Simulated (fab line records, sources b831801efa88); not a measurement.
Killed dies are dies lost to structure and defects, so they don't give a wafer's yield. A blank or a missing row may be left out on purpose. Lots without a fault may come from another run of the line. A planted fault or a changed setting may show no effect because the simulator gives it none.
Tool commonality check | flow sky130 | 12 lots, 36 wafers sampled

WHY IT WAS OPENED
At SKY_VT_ADJUST_HVTP_TW_MEAS_11 the reading VT_ADJUST_HVTP_TW is flagged on 3 of 12 lots. Wafers without a fault read 1350, standard deviation 12.
Rule: a lot is flagged when every wafer of it that has a number lies more than 4 standard deviations from that mean, or none has a number. The other lots count as sound.

lot  | measured     | on            | VT_ADJUST_HVTP_TW, wafer by wafer | flag
L787 | day 6 10:06  | film_metro-03 | 1360 1359 1364                    |
L788 | day 6 14:47  | film_metro-02 | 1340 1341 1333                    |
L790 | day 7 07:01  | film_metro-03 | 1365 1362 1360                    |
L792 | day 7 15:56  | film_metro-04 | 1356 1364 1359                    |
L794 | day 8 05:05  | film_metro-03 | 1359 1368 1356                    |
L795 | day 8 09:31  | film_metro-03 | 1354 1363 1356                    |
L800 | day 9 19:16  | film_metro-02 | 1211 1220 1221                    | FLAGGED
L801 | day 10 04:02 | film_metro-03 | 1238 1240 1236                    | FLAGGED
L803 | day 10 17:38 | film_metro-04 | 1239 1238 1239                    | FLAGGED
L805 | day 11 06:10 | film_metro-02 | 1332 1331 1336                    |
L806 | day 11 11:14 | film_metro-04 | 1347 1345 1351                    |
L809 | day 12 09:23 | film_metro-02 | 1350 1345 1342                    |
The numbers of the flagged lots are 1231 on average: -119 against the usual, or -10 standard deviations.

WHICH TOOL RAN EACH LOT
The record holds 2 process steps before the reading, out of a route of 708 steps. In each cell: the tool, then ch and the chambers that the sampled wafers went through, then the start.
lot  | flag    | SKY_VT_ADJUST_HVTP_IMPLANT_09   | SKY_VT_ADJUST_HVTP_STRIP_10
L787 |         | implanter-01 ch 0, day 6 09:52  | plasma_asher-03 ch 0,1, day 6 09:59
L788 |         | implanter-01 ch 0, day 6 14:32  | plasma_asher-01 ch 1, day 6 14:41
L790 |         | implanter-03 ch 0, day 7 06:46  | plasma_asher-03 ch 0, day 7 06:55
L792 |         | implanter-03 ch 0, day 7 15:43  | plasma_asher-01 ch 0,1, day 7 15:52
L794 |         | implanter-02 ch 0, day 8 04:49  | plasma_asher-01 ch 0,1, day 8 04:58
L795 |         | implanter-02 ch 0, day 8 09:16  | plasma_asher-03 ch 0,1, day 8 09:25
L800 | FLAGGED | implanter-02 ch 0, day 9 19:01  | plasma_asher-03 ch 0,1, day 9 19:10
L801 | FLAGGED | implanter-02 ch 0, day 10 03:47 | plasma_asher-03 ch 1, day 10 03:56
L803 | FLAGGED | implanter-02 ch 0, day 10 17:25 | plasma_asher-01 ch 0,1, day 10 17:34
L805 |         | implanter-01 ch 0, day 11 05:56 | plasma_asher-03 ch 0,1, day 11 06:05
L806 |         | implanter-01 ch 0, day 11 11:01 | plasma_asher-03 ch 0,1, day 11 11:10
L809 |         | implanter-01 ch 0, day 12 09:08 | plasma_asher-02 ch 0,1, day 12 09:17
What these steps do:
- SKY_VT_ADJUST_HVTP_IMPLANT_09
- SKY_VT_ADJUST_HVTP_STRIP_10: strips in O2/N2.
- SKY_VT_ADJUST_HVTP_TW_MEAS_11

FLAGGED OVER TOTAL, TOOL BY TOOL (the gauges that took the reading come last)
step                          | tool            | lots run | flagged | share of the flagged lots | sound lots run after its first flagged lot
SKY_VT_ADJUST_HVTP_IMPLANT_09 | implanter-01    | 5        | 0       | none                      | -
SKY_VT_ADJUST_HVTP_IMPLANT_09 | implanter-02    | 5        | 3       | all                       | 0
SKY_VT_ADJUST_HVTP_IMPLANT_09 | implanter-03    | 2        | 0       | none                      | -
SKY_VT_ADJUST_HVTP_STRIP_10   | plasma_asher-01 | 4        | 1       | some                      | 0
SKY_VT_ADJUST_HVTP_STRIP_10   | plasma_asher-02 | 1        | 0       | none                      | -
SKY_VT_ADJUST_HVTP_STRIP_10   | plasma_asher-03 | 7        | 2       | some                      | 2 (L805,L806)
SKY_VT_ADJUST_HVTP_TW_MEAS_11 | film_metro-02   | 4        | 1       | some                      | 2 (L805,L809)
SKY_VT_ADJUST_HVTP_TW_MEAS_11 | film_metro-03   | 5        | 1       | some                      | 0
SKY_VT_ADJUST_HVTP_TW_MEAS_11 | film_metro-04   | 3        | 1       | some                      | 1 (L806)

WHAT THE TABLE ALLOWS
1 row of the table ran every flagged lot: implanter-02 at SKY_VT_ADJUST_HVTP_IMPLANT_09.
- implanter-02 at SKY_VT_ADJUST_HVTP_IMPLANT_09: 3 of its 5 lots flagged. Its last sound lot is L795 (day 8 09:16), its first flagged lot L800 (day 9 19:01): a fault that began between those two fits. Its own readings lie more than 4 standard deviations out on every wafer of the flagged lots: dose_ions_cm2, faraday_current_uA.
One tool is left: implanter-02 at SKY_VT_ADJUST_HVTP_IMPLANT_09.

WHAT THE SIMULATOR HAD PUT IN
Process parameter drift: implanter-02, from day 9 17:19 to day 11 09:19, at SKY_VT_ADJUST_HVTP_IMPLANT_09. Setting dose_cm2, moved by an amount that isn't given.
Lots struck among those shown: L800, L801, L803. The rule above found the same.
